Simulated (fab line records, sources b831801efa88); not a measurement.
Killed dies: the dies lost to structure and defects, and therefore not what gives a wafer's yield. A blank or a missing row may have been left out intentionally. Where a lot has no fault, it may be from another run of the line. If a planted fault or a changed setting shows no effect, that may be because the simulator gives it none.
Comparing a struck lot with a sound one / flow sky130 / 35 steps out of a route of 708
Sound: the wafers L842.1, L842.3, L842.4. Struck: wafer L850.4 (left out: L850.2, L850.3 of the same lot, which were not struck); the cause appears at the end.
For every step that has rows: the tool of each side, followed by ch and its chambers, followed by its first start. Under that, the readings that differ: sound wafers / struck wafers / difference of the means / sigmas: that difference in standard deviations of wafers without a fault.
alike: words and numbers the same on both sides, and readings whose means are apart by under 2 such deviations; not compared: readings that were withheld, readings missing a value for some wafer, numbers with overlapping values and no deviation given by the record, and bounds like >300 which may hide the same value.
A row with sigmas, a row that says differs or no value, or rows on one side alone: a step with any of these is where the two part. Non-overlapping numbers with no deviation appear without sigmas and do not part them. A reading missing from all wafers of one side parts the sides only when that side holds two or more wafers.

SKY_SD_P_CD_MEAS_07: the cd target is 380 nm.
  sound on cd sem-01 at day 26 12:59; struck on cd sem-02 at day 29 07:22
  alike: cd nm
SKY_SD_P_OVL_MEAS_08:
  sound on overlay-02 at day 26 13:06; struck on overlay-02 at day 29 07:28
  alike: SD_P_OVL
then, 1 step without rows for these wafers: SKY_SD_P_IMPLANT_09.
SKY_SD_P_STRIP_10: strips in O2/N2.
  sound on plasma asher-01 ch 0,1, day 26 13:17; struck on plasma asher-04 ch 1, day 29 07:38
  alike: drypump motor current A, n2 flow sccm, oes product au, strip time to endpoint s
  not compared: rf hours counter h
SKY_SD_P_TW_MEAS_11:
  sound on film metro-03 at day 26 13:23; struck on film metro-01 at day 29 07:45
  alike: SD_P_TW
then, 7 steps without rows for these wafers: SKY_RES_XHIGH_DEHYDRATE_00 (time 60 s); SKY_RES_XHIGH_HMDS_01 (prime time 60 s); SKY_RES_XHIGH_COAT_02 (resist thk 1140 nm); SKY_RES_XHIGH_SOFTBAKE_03 (time 60 s); SKY_RES_XHIGH_EXPOSE_04 (exposes mask URPM, target cd 1270 nm); SKY_RES_XHIGH_PEB_05; SKY_RES_XHIGH_DEVELOP_06 (develop time 60 s).
SKY_RES_XHIGH_IMPLANT_07:
  sound on implanter-04 ch 0, day 27 18:11; struck on implanter-03 ch 0, day 30 11:46
reading=tilt deg (degrees); sound=0.019 0.041 0.016; struck=-0.033; difference=-0.058; sigmas=-3
SKY_RES_XHIGH_STRIP_08: strips in O2/N2.
  sound on plasma asher-02 ch 0,1, day 27 18:20; struck on plasma asher-02 ch 0, day 30 11:53
reading=n2 flow sccm (sccm); sound=302.6 300.5 299.9; struck=299.1; difference=-1.9; sigmas=-2
  alike: drypump motor current A, oes product au, strip time to endpoint s
  not compared: rf hours counter h
SKY_RES_XHIGH_TW_MEAS_09:
  sound on film metro-01 at day 27 18:26; struck on film metro-01 at day 30 12:00
reading=RES_XHIGH_TW; sound=1655 1666 1662; struck=1628; difference=-33; sigmas=-5
then, 7 steps without rows for these wafers: SKY_SD_N_DEHYDRATE_00 (time 60 s); SKY_SD_N_HMDS_01 (prime time 60 s); SKY_SD_N_COAT_02 (resist thk 1140 nm); SKY_SD_N_SOFTBAKE_03 (time 60 s); SKY_SD_N_EXPOSE_04 (exposes mask NSDM, target cd 380 nm); SKY_SD_N_PEB_05; SKY_SD_N_DEVELOP_06 (develop time 60 s).
SKY_SD_N_CD_MEAS_07: the cd target is 380 nm.
  sound on cd sem-02 at day 28 22:35; struck on cd sem-02 at day 31 15:27
  alike: cd nm
SKY_SD_N_OVL_MEAS_08:
  sound on overlay-02 at day 28 22:42; struck on overlay-01 at day 31 15:34
  alike: SD_N_OVL
then, 2 steps without rows for these wafers: SKY_SD_N_IMPLANT_09; SKY_SD_N_IMPLANT_10.
SKY_SD_N_STRIP_11: strips in O2/N2.
  sound on plasma asher-03 ch 0,1, day 28 23:02; struck on plasma asher-03 ch 0, day 31 15:53
reading=strip time to endpoint s (s); sound=22.62 22.60 22.61; struck=22.47; difference=-0.14; sigmas=-4
  alike: drypump motor current A, n2 flow sccm, oes product au
  not compared: rf hours counter h
SKY_SD_N_TW_MEAS_12:
  sound on film metro-01 at day 28 23:08; struck on film metro-03 at day 31 16:00
  alike: SD_N_TW
then, 1 step without rows for these wafers: SKY_SD_N_CLEAN_13 (cleans in SC1/SC2, time 150 s).
SKY_SD_N_RTA_14: time 2 s.
  sound on rtp anneal-02 ch 0, day 28 23:15; struck on rtp anneal-02 ch 0, day 31 16:07
reading=wafer_temp_C_max; sound=1078.3 1076.3 1078.0; struck=1080.5; difference=+3.0; sigmas=+2
  alike: lamp power pct, ramp down c per s
SKY_SD_N_RS_MEAS_16: measurement is done with a four-point probe.
  sound on film metro-01 at day 28 23:25; struck on film metro-01 at day 31 16:18
  alike: SD_N_RS
SKY_SD_N_RS_MEAS_17: measurement is done with a four-point probe.
  sound on film metro-01 at day 28 23:32; struck on film metro-01 at day 31 16:25
  alike: SD_P_RS
SKY_SD_N_RS_MEAS_18: measurement is done with a four-point probe.
  sound on film metro-01 at day 28 23:40; struck on film metro-01 at day 31 16:32
reading=RES_XHIGH_RS (ohm/sq); sound=334.3 334.5 334.4; struck=358.7; difference=+24.3; sigmas=+22
then, 1 step without rows for these wafers: SKY_SALICIDE_CLEAN_00 (cleans in HF-last, time 30 s).
-- the record jumps here: 17 days lie between the struck wafers' starts before and after (it left off in module SALICIDE and takes up again in module PAD_OPEN, whose first step shown is number 708 of the route) --
SKY_PAD_OPEN_PROBE_99:
  sound on prober-01 at day 46 09:36; struck on prober-02 at day 48 12:17
reading=killed open; sound=38 43 47; struck=62; difference=+19; sigmas=+3
reading=model.etest.res xhigh po.rs ohm sq range; sound=96.54 57.73 70.87; struck=1578; difference=+1503; sigmas=
reading=model.etest.res xhigh po.rs ohm sq rim less centre; sound=64.25 35.83 57.23; struck=318.2; difference=+265.8; sigmas=
  alike: killed_at_M0_to_M3, killed_at_M4_up, killed at contacts, killed at front end, killed at other, killed dies, killed short

## WHERE THEY PART
Earliest at SKY_RES_XHIGH_IMPLANT_07; latest, in this record, at SKY_PAD_OPEN_PROBE_99.

WHY: what had been put in by the simulator
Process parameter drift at SKY_RES_XHIGH_IMPLANT_07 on implanter-03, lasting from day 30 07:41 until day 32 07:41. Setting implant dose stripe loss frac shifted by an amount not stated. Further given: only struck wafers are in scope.
